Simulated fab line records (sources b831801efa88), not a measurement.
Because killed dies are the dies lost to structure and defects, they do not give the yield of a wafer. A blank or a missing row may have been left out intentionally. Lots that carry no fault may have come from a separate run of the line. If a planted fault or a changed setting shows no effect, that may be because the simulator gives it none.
Which tool did it? / flow sky130 / 33 wafers from 11 lots sampled at 5 of the route's 708 steps

WHAT THE GAUGES SHOWED, per wafer
SKY_VIA4_OVL_MEAS_11.
lot=L590; measured=day 42 20:47; on=overlay-02; VIA4_OVL (nm)=0.7 2.5 -1.0
lot=L591; measured=day 43 07:31; on=overlay-01; VIA4_OVL (nm)=-1.2 -1.7 -0.7
lot=L592; measured=day 43 08:37; on=overlay-02; VIA4_OVL (nm)=-1.1 -0.3 -1.1
lot=L593; measured=day 43 20:13; on=overlay-02; VIA4_OVL (nm)=-1.5 -2.1 -1.2
lot=L594; measured=day 44 04:13; on=overlay-01; VIA4_OVL (nm)=-1.4 0.6 -0.2
lot=L595; measured=day 44 10:29; on=overlay-01; VIA4_OVL (nm)=-2.3 -2.8 -3.2
lot=L599; measured=day 45 21:19; on=overlay-02; VIA4_OVL (nm)=-3.1 -3.2 -1.7
lot=L602; measured=day 46 06:53; on=overlay-02; VIA4_OVL (nm)=-2.7 -2.9 -1.2
lot=L603; measured=day 46 15:05; on=overlay-02; VIA4_OVL (nm)=-0.6 -1.0 -0.3
lot=L609; measured=day 47 16:53; on=overlay-02; VIA4_OVL (nm)=-2.9 1.2 -1.9
lot=L612; measured=day 48 06:32; on=overlay-02; VIA4_OVL (nm)=-0.7 -1.4 -0.9

SKY_METAL5_THK_MEAS_06: measures by xrf.
lot=L590; measured=day 42 22:28; on=film metro-02; METAL5_ALCU_THK (nm)=1165 1160 1140
lot=L591; measured=day 43 09:13; on=film metro-03; METAL5_ALCU_THK (nm)=1138 1135 1157
lot=L592; measured=day 43 10:18; on=film metro-03; METAL5_ALCU_THK (nm)=1154 1144 1147
lot=L593; measured=day 43 21:54; on=film metro-01; METAL5_ALCU_THK (nm)=1142 1134 1114
lot=L594; measured=day 44 06:00; on=film metro-03; METAL5_ALCU_THK (nm)=1150 1158 1163
lot=L595; measured=day 44 12:16; on=film metro-02; METAL5_ALCU_THK (nm)=1137 1143 1144
lot=L599; measured=day 45 23:13; on=film metro-01; METAL5_ALCU_THK (nm)=1135 1140 1166
lot=L602; measured=day 46 08:59; on=film metro-02; METAL5_ALCU_THK (nm)=1122 1099 1118
lot=L603; measured=day 46 16:49; on=film metro-02; METAL5_ALCU_THK (nm)=1171 1165 1162
lot=L609; measured=day 47 18:35; on=film metro-02; METAL5_ALCU_THK (nm)=1170 1156 1147
lot=L612; measured=day 48 08:13; on=film metro-03; METAL5_ALCU_THK (nm)=1142 1159 1164

SKY_PASSIVATION_THK_MEAS_03.
lot=L590; measured=day 43 22:20; on=film metro-03; PASSIVATION_CVD_02_THK (nm)=527 539 534
lot=L591; measured=day 44 08:33; on=film metro-03; PASSIVATION_CVD_02_THK (nm)=542 541 545
lot=L592; measured=day 44 10:07; on=film metro-04; PASSIVATION_CVD_02_THK (nm)=542 545 551
lot=L593; measured=day 44 21:08; on=film metro-03; PASSIVATION_CVD_02_THK (nm)=533 538 543
lot=L594; measured=day 45 05:27; on=film metro-04; PASSIVATION_CVD_02_THK (nm)=527 543 550
lot=L595; measured=day 45 10:57; on=film metro-04; PASSIVATION_CVD_02_THK (nm)=536 549 550
lot=L599; measured=day 46 19:45; on=film metro-03; PASSIVATION_CVD_02_THK (nm)=542 539 544
lot=L602; measured=day 47 06:28; on=film metro-04; PASSIVATION_CVD_02_THK (nm)=544
lot=L603; measured=day 47 12:36; on=film metro-03; PASSIVATION_CVD_02_THK (nm)=538
lot=L609; measured=day 48 15:20; on=film metro-04; PASSIVATION_CVD_02_THK (nm)=536 542 546
lot=L612; measured=day 49 03:43; on=film metro-04; PASSIVATION_CVD_02_THK (nm)=539 550 544

EACH LOT AND THE TOOL THAT RAN IT (in order: tool; ch and the chambers of the sampled wafers; start)
lot=L590; SKY_METAL5_METAL_ETCH_15=rie metal-03 ch 0, day 43 21:02; SKY_METAL5_STRIP_16=plasma asher-01 ch 0, day 43 21:25
lot=L591; SKY_METAL5_METAL_ETCH_15=rie metal-04 ch 0,1, day 44 07:25; SKY_METAL5_STRIP_16=plasma asher-03 ch 0,1, day 44 07:39
lot=L592; SKY_METAL5_METAL_ETCH_15=rie metal-03 ch 1, day 44 08:33; SKY_METAL5_STRIP_16=plasma asher-03 ch 0, day 44 08:47
lot=L593; SKY_METAL5_METAL_ETCH_15=rie metal-03 ch 0,1, day 44 19:54; SKY_METAL5_STRIP_16=plasma asher-03 ch 0,1, day 44 20:08
lot=L594; SKY_METAL5_METAL_ETCH_15=rie metal-02 ch 1, day 45 03:51; SKY_METAL5_STRIP_16=plasma asher-01 ch 0,1, day 45 04:05
lot=L595; SKY_METAL5_METAL_ETCH_15=rie metal-04 ch 0, day 45 09:40; SKY_METAL5_STRIP_16=plasma asher-04 ch 0,1, day 45 09:54
lot=L599; SKY_METAL5_METAL_ETCH_15=rie metal-02 ch 0,1, day 46 18:37; SKY_METAL5_STRIP_16=plasma asher-01 ch 0,1, day 46 18:51
lot=L602; SKY_METAL5_METAL_ETCH_15=rie metal-03 ch 0,1, day 47 05:19; SKY_METAL5_STRIP_16=plasma asher-04 ch 0,1, day 47 05:33
lot=L603; SKY_METAL5_METAL_ETCH_15=rie metal-03 ch 0,1, day 47 11:25; SKY_METAL5_STRIP_16=plasma asher-03 ch 0,1, day 47 11:39
lot=L609; SKY_METAL5_METAL_ETCH_15=rie metal-02 ch 0,1, day 48 14:07; SKY_METAL5_STRIP_16=plasma asher-01 ch 0,1, day 48 14:26
lot=L612; SKY_METAL5_METAL_ETCH_15=rie metal-04 ch 0,1, day 49 02:30; SKY_METAL5_STRIP_16=plasma asher-03 ch 0,1, day 49 02:44
- SKY_METAL5_METAL_ETCH_15: etches the open film in Cl2/BCl3, stops on SiO2, target depth 1260 nm, time 252 s.
- SKY_METAL5_STRIP_16: strips in O2/N2.

WHAT THE TOOLS THEMSELVES READ (means of the sampled wafers that have a number; where no wafer has one, the mark that the record gives instead)
SKY_METAL5_METAL_ETCH_15.
lot=L590; tool=rie metal-03; drypump motor current A (A)=5.96; oes product au (a.u.)=0.893; rf fwd power W (W)=892.8; throttle valve pct (%)=22.254
lot=L591; tool=rie metal-04; drypump motor current A (A)=5.74; oes product au (a.u.)=0.896; rf fwd power W (W)=897.7; throttle valve pct (%)=22.263
lot=L592; tool=rie metal-03; drypump motor current A (A)=5.62; oes product au (a.u.)=0.894; rf fwd power W (W)=898.5; throttle valve pct (%)=22.265
lot=L593; tool=rie metal-03; drypump motor current A (A)=5.85; oes product au (a.u.)=0.895; rf fwd power W (W)=899.5; throttle valve pct (%)=22.257
lot=L594; tool=rie metal-02; drypump motor current A (A)=6.09; oes product au (a.u.)=0.892; rf fwd power W (W)=899.9; throttle valve pct (%)=22.264
lot=L595; tool=rie metal-04; drypump motor current A (A)=5.81; oes product au (a.u.)=0.894; rf fwd power W (W)=896.8; throttle valve pct (%)=22.264
lot=L599; tool=rie metal-02; drypump motor current A (A)=6.37; oes product au (a.u.)=0.894; rf fwd power W (W)=899.5; throttle valve pct (%)=22.260
lot=L602; tool=rie metal-03; drypump motor current A (A)=5.74; oes product au (a.u.)=0.836; rf fwd power W (W)=899.1; throttle valve pct (%)=22.264
lot=L603; tool=rie metal-03; drypump motor current A (A)=5.74; oes product au (a.u.)=0.833; rf fwd power W (W)=900.6; throttle valve pct (%)=22.263
lot=L609; tool=rie metal-02; drypump motor current A (A)=6.36; oes product au (a.u.)=0.893; rf fwd power W (W)=897.1; throttle valve pct (%)=22.265
lot=L612; tool=rie metal-04; drypump motor current A (A)=5.68; oes product au (a.u.)=0.893; rf fwd power W (W)=897.4; throttle valve pct (%)=22.266

SKY_METAL5_STRIP_16.
lot=L590; tool=plasma asher-01; drypump motor current A (A)=6.2; oes product au (a.u.)=0.709; strip time to endpoint s (s)=13.10
lot=L591; tool=plasma asher-03; drypump motor current A (A)=5.5; oes product au (a.u.)=0.707; strip time to endpoint s (s)=12.90
lot=L592; tool=plasma asher-03; drypump motor current A (A)=5.8; oes product au (a.u.)=0.708; strip time to endpoint s (s)=13.03
lot=L593; tool=plasma asher-03; drypump motor current A (A)=5.5; oes product au (a.u.)=0.707; strip time to endpoint s (s)=13.12
lot=L594; tool=plasma asher-01; drypump motor current A (A)=5.9; oes product au (a.u.)=0.711; strip time to endpoint s (s)=13.38
lot=L595; tool=plasma asher-04; drypump motor current A (A)=5.9; oes product au (a.u.)=0.712; strip time to endpoint s (s)=12.87
lot=L599; tool=plasma asher-01; drypump motor current A (A)=5.7; oes product au (a.u.)=0.707; strip time to endpoint s (s)=13.28
lot=L602; tool=plasma asher-04; drypump motor current A (A)=5.3; oes product au (a.u.)=0.710; strip time to endpoint s (s)=14.77
lot=L603; tool=plasma asher-03; drypump motor current A (A)=5.5; oes product au (a.u.)=0.711; strip time to endpoint s (s)=14.80
lot=L609; tool=plasma asher-01; drypump motor current A (A)=5.7; oes product au (a.u.)=0.705; strip time to endpoint s (s)=13.23
lot=L612; tool=plasma asher-03; drypump motor current A (A)=5.6; oes product au (a.u.)=0.710; strip time to endpoint s (s)=13.04

THE ANSWER, worked out from the rows above alone
Rule: the lots themselves supply what counts as usual. Put in order of their means at a reading, lots are off if they are a third of the lots or fewer, leave a main group of 4 or more, and stand apart from it by a gap of 3 or more times the standard deviation of the main group's means; of several such gaps the widest counts. The tables above print the reading to a certain number of digits; a main group whose means all agree to those digits is not used. Also off: a lot with no number at a reading for which 4 or more lots have one. The other lots that the step has rows for count as sound. After the gauges, taken in route order, come the tools' own readings; for these a lot's mean is taken, as printed above. At the first step where some lot is off, the reading lying furthest off is the one used; lots without a number count as furthest.
Off at SKY_METAL5_METAL_ETCH_15 (oes product au): L602, L603. The main group: mean 0.894 a.u., standard deviation 0.0011.
A tool fits if, at that step or a process step before it, it ran every lot that is off, and no sound lot after the first of them. One fits: SKY_METAL5_METAL_ETCH_15 on rie metal-03. A fault onset in the window from L593 (day 44 19:54, its last sound lot) to L602 (day 47 05:19, its first lot off) fits.
On the lots that are off, the tool's own readings at SKY_METAL5_METAL_ETCH_15 differ by more than 5 times the standard deviation of the sound lots' means, which bears it out; oes product au reads 0.835 a.u. there versus 0.894 a.u. on the sound lots.

WHAT WAS PUT IN BY THE SIMULATOR
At SKY_METAL5_METAL_ETCH_15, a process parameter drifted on rie metal-03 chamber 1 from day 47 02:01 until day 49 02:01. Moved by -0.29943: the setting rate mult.
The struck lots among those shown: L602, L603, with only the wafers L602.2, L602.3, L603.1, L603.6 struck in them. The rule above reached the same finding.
